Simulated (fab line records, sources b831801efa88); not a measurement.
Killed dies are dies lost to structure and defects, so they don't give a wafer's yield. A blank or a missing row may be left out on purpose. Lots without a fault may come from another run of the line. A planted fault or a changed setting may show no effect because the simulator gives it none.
fab line records | flow sky130
record lots=13 wafers=39 last_day=49
route steps=708 shown FIELD_ISO@2 METAL3@565 VIA3@585 METAL5@662 PAD_OPEN@708
lots that met no fault: from a run of the same line without faults
start_h: hours from the record's first day to the start of the lot's first wafer shown | wait_h: hours since the lot's step before | " the same as in the row above | L1.1+2: a row that stands for several wafers | - no value, or no start given | * or withheld: withheld | < > ~ a bound
route shown NAME@n: a module of which the file shows steps, and the number in the route of the first | usual: mean/standard deviation of fault-free wafers | same: alike in all rows | chamber/n: place in a boat | sites: the reading at each site | _std_site: their standard deviation | _edge_site: outer sites' mean less inner sites' | radius_mm: how far each site lies from the wafer's centre | mask NAME#n: copy n | behind: the tool/chamber that last shaped the wafer | hold: why the lot was held/for how many hours/how that ended | device: the transistor (n, p or np) that didn't switch | end of line: the same wafers' tests at the end of the route | a step without rows: its recipe alone | killed: dies lost to structure and defects at the first sort, not the wafer's yield | map: a wafer's dies, x killed, . not, _ none there
set.NAME: the setting as run; set.NAME@STEP: as run at that earlier step | model.NAME: the simulator's own value behind a step, which no gauge read
steps of the route over a sample of lots; a table a step, a row a wafer
services: from which hour (start_h, from the record's first day; less than 0 if before it) a tool's chamber was out of use, for how many hours, and why
## steps
# step SKY_FIELD_ISO_OXIDATION_01
# recipe temp_c=900 ambient=O2 stabilise_s=600 purge_s=300 target_thk_a=120 ox_time_s=1843
# usual zone_power_bottom_pct=29.9/0.3
# columns lot.wafer tool chamber start_h wait_h zone_power_bottom_pct
L545.2 furnace-01 0 12.28 2.2 30.0
L545.4 " 0 " " 29.7
L545.6 " 0 " " 29.8
L546.1 furnace-02 0 17.33 2.3 30.0
L546.2 " 0 " " 30.1
L546.4 " 0 " " 29.9
L548.2 furnace-01 0 26.39 1.3 30.2
L548.4 " 0 " " 30.5
L548.6 " 0 " " 30.3
L549.1 furnace-01 0 30.12 0.1 30.2
L549.5 " 0 " " 30.4
L549.6 " 0 " " 30.0
L550.4 furnace-02 0 35.83 0.8 29.5
L550.5 " 0 " " 29.3
L550.6 " 0 " " 30.1
L551.1 furnace-02 0 41.39 1.4 30.0
L551.2 " 0 " " 29.7
L551.5 " 0 " " 29.6
L552.2 furnace-01 0 45.45 0.4 30.1
L552.4 " 0 " " 30.0
L552.6 " 0 " " 30.4
L553.1 furnace-01 0 50.12 0.1 29.9
L553.4 " 0 " " 29.9
L553.6 " 0 " " 29.9
L558.2 furnace-02 0 77.22 2.2 30.1
L558.4 " 0 " " 29.4
L558.5 " 0 " " 30.2
L560.2 furnace-02 0 85.12 0.1 30.0
L560.3 " 0 " " 30.1
L560.4 " 0 " " 29.6
L561.1 furnace-02 0 90.52 0.5 29.8
L561.4 " 0 " " 30.0
L561.6 " 0 " " 29.8
L562.2 furnace-02 0 95.46 0.4 29.9
L562.3 " 0 " " 29.8
L562.6 " 0 " " 29.5
L564.2 furnace-01 0 105.12 0.1 30.2
L564.5 " 0 " " 29.9
L564.6 " 0 " " 30.0
# step SKY_METAL3_DESCUM_15
# recipe chemistry=O2 source_power_w=150 bias_power_w=0 pressure_mtorr=10 temp_c=40 time_s=8
# usual drypump_motor_current_A=6.1/0.37 oes_product_au=1.000/0.0081
# columns lot.wafer tool chamber start_h wait_h drypump_motor_current_A oes_product_au rf_hours_counter_h
L545.2 rie_metal-04 1 907.91 0.0 6.6 1.002 16
L545.4 " 1 " " 6.6 1.011 -
L545.6 " 1 " " 6.6 1.015 -
L546.1 rie_metal-04 1 910.54 0.0 6.6 1.016 16
L546.2 " 0 " " 5.8 1.003 0
L546.4 " 0 " " 5.8 0.992 -
L548.2 rie_metal-01 0 922.96 0.0 6.4 0.989 5
L548.4 " 0 " " 6.4 0.996 -
L548.6 " 1 " " 6.2 0.993 -
L549.1 rie_metal-04 0 930.31 0.0 5.8 0.998 1
L549.5 " 1 " " 6.6 1.011 -
L549.6 " 0 " " 5.9 1.000 -
L550.4 rie_metal-02 1 937.50 0.0 5.5 1.005 -
L550.5 " 1 " " 5.5 1.000 -
L550.6 " 0 " " 6.2 1.001 -
L551.1 rie_metal-02 0 941.56 0.0 6.2 0.992 11
L551.2 " 1 " " 5.5 1.001 15
L551.5 " 0 " " 6.2 0.992 -
L552.2 rie_metal-02 0 951.46 0.0 6.2 0.992 12
L552.4 " 1 " " 5.5 1.000 -
L552.6 " 1 " " 5.5 0.997 -
L553.1 rie_metal-02 0 959.06 0.0 6.2 0.998 12
L553.4 " 1 " " 5.5 1.005 -
L553.6 " 0 " " 6.2 1.007 -
L558.2 rie_metal-04 0 1016.41 0.0 5.8 0.999 6
L558.4 " 0 " " 5.8 1.003 -
L558.5 " 1 " " 6.5 1.013 -
L560.2 rie_metal-04 1 1018.79 0.0 6.5 1.017 23
L560.3 " 1 " " 6.6 1.012 -
L560.4 " 0 " " 5.8 1.001 -
L561.1 rie_metal-01 1 1019.01 0.0 6.2 1.000 8
L561.4 " 1 " " 6.2 0.996 -
L561.6 " 0 " " 6.4 0.984 -
L562.2 rie_metal-02 0 1019.36 0.0 6.2 0.998 15
L562.3 " 0 " " 6.2 0.992 -
L562.6 " 1 " " 5.6 1.003 -
L564.2 rie_metal-02 1 1024.26 0.0 5.5 0.997 19
L564.5 " 1 " " 5.5 1.007 -
L564.6 " 0 " " 6.2 0.981 -
# step SKY_VIA3_CD_MEAS_12
# recipe target_cd_nm=200
# usual cd_nm=200.1/1.2
# columns lot.wafer tool chamber start_h wait_h cd_nm
L545.2 cd_sem-02 - 933.88 - 201.2
L545.4 " - " " 200.8
L545.6 " - " " 202.7
L546.1 cd_sem-02 - 936.96 - 199.7
L546.2 " - " " 202.1
L546.4 " - " " 200.1
L548.2 cd_sem-01 - 949.05 - 200.2
L548.4 " - " " 199.6
L548.6 " - " " 199.6
L549.1 cd_sem-02 - 955.91 - 199.4
L549.5 " - " " 199.4
L549.6 " - " " 199.9
L550.4 cd_sem-02 - 963.93 - 197.8
L550.5 " - " " 199.0
L550.6 " - " " 198.0
L551.1 cd_sem-01 - 967.81 - 199.3
L551.2 " - " " 200.5
L551.5 " - " " 200.3
L552.2 cd_sem-02 - 976.24 - 199.7
L552.4 " - " " 198.9
L552.6 " - " " 199.4
L553.1 cd_sem-02 - 984.68 - 200.9
L553.4 " - " " 200.8
L553.6 " - " " 199.2
L558.2 cd_sem-01 - 1041.03 - 199.4
L558.4 " - " " 200.3
L558.5 " - " " 199.3
L560.2 cd_sem-02 - 1043.08 - 200.3
L560.3 " - " " 198.9
L560.4 " - " " 197.8
L561.1 cd_sem-02 - 1043.98 - 200.4
L561.4 " - " " 198.9
L561.6 " - " " 199.0
L562.2 cd_sem-02 - 1044.35 - 201.0
L562.3 " - " " 200.3
L562.6 " - " " 199.5
L564.2 cd_sem-02 - 1048.98 - 201.0
L564.5 " - " " 200.5
L564.6 " - " " 199.6
# step SKY_METAL5_SPUTTER_01
# recipe material=TiN target_thk_nm=20 power_w=6500 time_s=16.7 chamber_pressure_pa=0.4
# usual throttle_valve_pct=29.7/1.1
# columns lot.wafer tool chamber start_h wait_h throttle_valve_pct
L545.2 pvd_sputter-02 - 1011.15 0.0 30.5
L545.4 " - " " 30.6
L545.6 " - " " 29.1
L546.1 pvd_sputter-01 - 1014.57 0.0 29.9
L546.2 " - " " 31.0
L546.4 " - " " 30.0
L548.2 pvd_sputter-04 - 1026.37 0.0 30.4
L548.4 " - " " 31.1
L548.6 " - " " 30.0
L549.1 pvd_sputter-02 - 1032.12 0.0 30.1
L549.5 " - " " 30.5
L549.6 " - " " 29.2
L550.4 pvd_sputter-02 - 1040.56 0.0 27.5
L550.5 " - " " 30.6
L550.6 " - " " 29.1
L551.1 pvd_sputter-02 - 1044.12 0.0 30.6
L551.2 " - " " 27.3
L551.5 " - " " 27.4
L552.2 pvd_sputter-02 - 1051.73 0.0 27.4
L552.4 " - " " 30.5
L552.6 " - " " 27.3
L553.1 pvd_sputter-01 - 1057.65 0.0 29.9
L553.4 " - " " 29.9
L553.6 " - " " 29.5
L558.2 pvd_sputter-01 - 1109.02 0.0 29.9
L558.4 " - " " 29.3
L558.5 " - " " 29.9
L560.2 pvd_sputter-01 - 1111.14 0.0 29.6
L560.3 " - " " 31.1
L560.4 " - " " 29.3
L561.1 pvd_sputter-04 - 1112.37 0.0 31.2
L561.4 " - " " 29.8
L561.6 " - " " 27.4
L562.2 pvd_sputter-02 - 1112.99 0.0 30.8
L562.3 " - " " 27.7
L562.6 " - " " 29.1
L564.2 pvd_sputter-02 - 1117.57 0.0 29.2
L564.5 " - " " 30.4
L564.6 " - " " 29.0
# step SKY_PAD_OPEN_PROBE_99
# usual killed_at_M0_to_M3=42/6.8 killed_at_M4_up=3.2/1.8 killed_at_contacts=25/5.4 killed_at_front_end=15/4.5 killed_at_other=0.3/0.56 killed_dies=85/9.7 killed_on_rim=17/3.3 killed_open=46/7.1 killed_short=39/6.5
# same gross_dies=492 killed_at_back_side=0
# columns lot.wafer tool chamber start_h wait_h killed_at_M0_to_M3 killed_at_M4_up killed_at_contacts killed_at_front_end killed_at_other killed_dies killed_on_rim killed_open killed_short
L560.2 prober-01 - 1171.03 0.1 39 2 18 158 0 217 48 40 29
L560.3 prober-01 - 1171.08 0.2 45 1 21 185 0 252 42 45 39
L560.4 prober-01 - 1171.13 0.2 23 2 19 167 0 211 41 26 33
L561.1 prober-01 - 1171.53 0.1 30 2 27 154 0 213 39 46 29
L561.4 prober-01 - 1171.68 0.2 27 2 18 176 0 223 39 29 28
L561.6 prober-01 - 1171.78 0.2 39 2 34 142 0 217 41 49 36
L562.2 prober-01 - 1172.98 0.1 32 2 24 155 0 213 40 45 28
L562.3 prober-01 - 1173.03 0.2 44 3 34 151 1 233 45 51 45
L562.6 prober-01 - 1173.18 0.2 41 1 17 154 0 213 39 42 32
# killed by level:class
L560.2 FIELD_ISO:unspecified=148 VIA2:geometric_particle:open=10 METAL1:geometric_particle:short=8 LI_CONTACT:geometric_particle:open=6 VIA3:geometric_particle:open=6 CONTACT:geometric_particle:open=5 CONTACT:geometric_particle:short=5 VIA1:geometric_particle:open=5
L560.3 FIELD_ISO:unspecified=168 VIA1:geometric_particle:open=12 CONTACT:geometric_particle:open=7 METAL2:geometric_particle:short=6 POLY_GATE:geometric_particle:open=5 LI_CONTACT:geometric_particle:open=5 VIA1:geometric_particle:short=5 VIA3:geometric_particle:open=5
L560.4 FIELD_ISO:unspecified=152 CONTACT:geometric_particle:short=8 POLY_GATE:geometric_particle:open=6 POLY_GATE:geometric_particle:short=4 LI_CONTACT:geometric_particle:open=4 METAL1:geometric_particle:short=4 VIA1:geometric_particle:short=4 VIA2:geometric_particle:open=4
L561.1 FIELD_ISO:unspecified=138 CONTACT:geometric_particle:open=12 VIA1:geometric_particle:open=8 VIA3:geometric_particle:open=6 POLY_GATE:geometric_particle:short=5 LI_CONTACT:geometric_particle:open=5 CONTACT:geometric_particle:short=5 METAL1:geometric_particle:short=5
L561.4 FIELD_ISO:unspecified=164 CONTACT:geometric_particle:open=7 VIA1:geometric_particle:open=6 METAL2:geometric_particle:short=6 POLY_GATE:geometric_particle:short=5 LI_CONTACT:geometric_particle:open=5 METAL3:geometric_particle:short=4 LOCAL_INTERCONNECT:geometric_particle:short=3
L561.6 FIELD_ISO:unspecified=131 CONTACT:geometric_particle:open=12 CONTACT:geometric_particle:short=12 VIA1:geometric_particle:open=11 METAL2:geometric_particle:short=7 VIA3:geometric_particle:open=7 LI_CONTACT:geometric_particle:open=6 FIELD_ISO:geometric_particle:open=4
L562.2 FIELD_ISO:unspecified=140 CONTACT:geometric_particle:open=10 FIELD_ISO:geometric_particle:open=6 LI_CONTACT:geometric_particle:open=6 VIA1:geometric_particle:short=6 VIA1:geometric_particle:open=5 VIA2:geometric_particle:open=5 VIA3:geometric_particle:open=5
L562.3 FIELD_ISO:unspecified=137 CONTACT:geometric_particle:short=12 CONTACT:geometric_particle:open=8 VIA3:geometric_particle:open=8 LI_CONTACT:geometric_particle:open=7 VIA1:geometric_particle:open=7 METAL1:geometric_particle:short=5 METAL1:geometric_particle:open=5
L562.6 FIELD_ISO:unspecified=139 VIA1:geometric_particle:open=13 VIA3:geometric_particle:open=7 CONTACT:geometric_particle:open=6 METAL2:geometric_particle:short=6 LI_CONTACT:geometric_particle:open=5 FIELD_ISO:geometric_particle:short=4 POLY_GATE:geometric_particle:short=4
## services
# columns tool chamber start_h hours kind
furnace-02 - 6.73 5.3 repair
furnace-02 - 30.02 2.8 pm
pvd_sputter-02 - 71.70 1.1 repair
furnace-02 - 72.81 4.4 pm
furnace-02 - 193.63 4.0 pm
furnace-02 - 236.06 16.0 pm
pvd_sputter-02 - 242.14 2.5 repair
furnace-02 - 252.05 2.7 pm
furnace-02 - 311.63 3.6 pm
pvd_sputter-02 - 342.90 12.0 repair
pvd_sputter-02 - 355.85 1.3 repair
pvd_sputter-02 - 363.13 2.0 repair
furnace-02 - 408.55 3.1 pm
pvd_sputter-02 - 525.42 6.3 repair
furnace-02 - 549.59 14.8 repair
furnace-02 - 576.29 4.4 pm
furnace-02 - 593.15 3.6 pm
furnace-02 - 655.86 35.3 repair
pvd_sputter-02 - 660.49 2.0 repair
furnace-02 - 686.49 5.1 repair
furnace-02 - 744.90 3.5 pm
furnace-02 - 875.15 3.2 pm
pvd_sputter-02 - 891.58 9.5 repair
furnace-02 - 911.95 3.3 pm
## key
first_sign step=SKY_PAD_OPEN_PROBE_99 reading=killed_at_front_end direction=up sigmas=32 usual=15 struck=160
effect step=SKY_PAD_OPEN_PROBE_99 reading=killed_dies direction=up sigmas=14 usual=85 struck=221
met_at SKY_FIELD_ISO_OXIDATION_01
struck_lots L560,L561,L562
tester_left_out L560,L561,L562
not_acting_at SKY_METAL3_DESCUM_15,SKY_VIA3_CD_MEAS_12,SKY_METAL5_SPUTTER_01
onset_between 77.22 85.12
fault kind=chamber_particle_source tool=furnace-02 chamber=- onset_h=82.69 steps=SKY_FIELD_ISO_OXIDATION_01 rate_per_visit_cm2=0.69011 end_h=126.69
# tester_left_out: of these lots the tester's yield and bins aren't shown, on N5 and GAA mostly nor the transistor test; their killed dies are dies lost to structure and defects alone, not to doping, threshold or leakage, so they don't give the yield
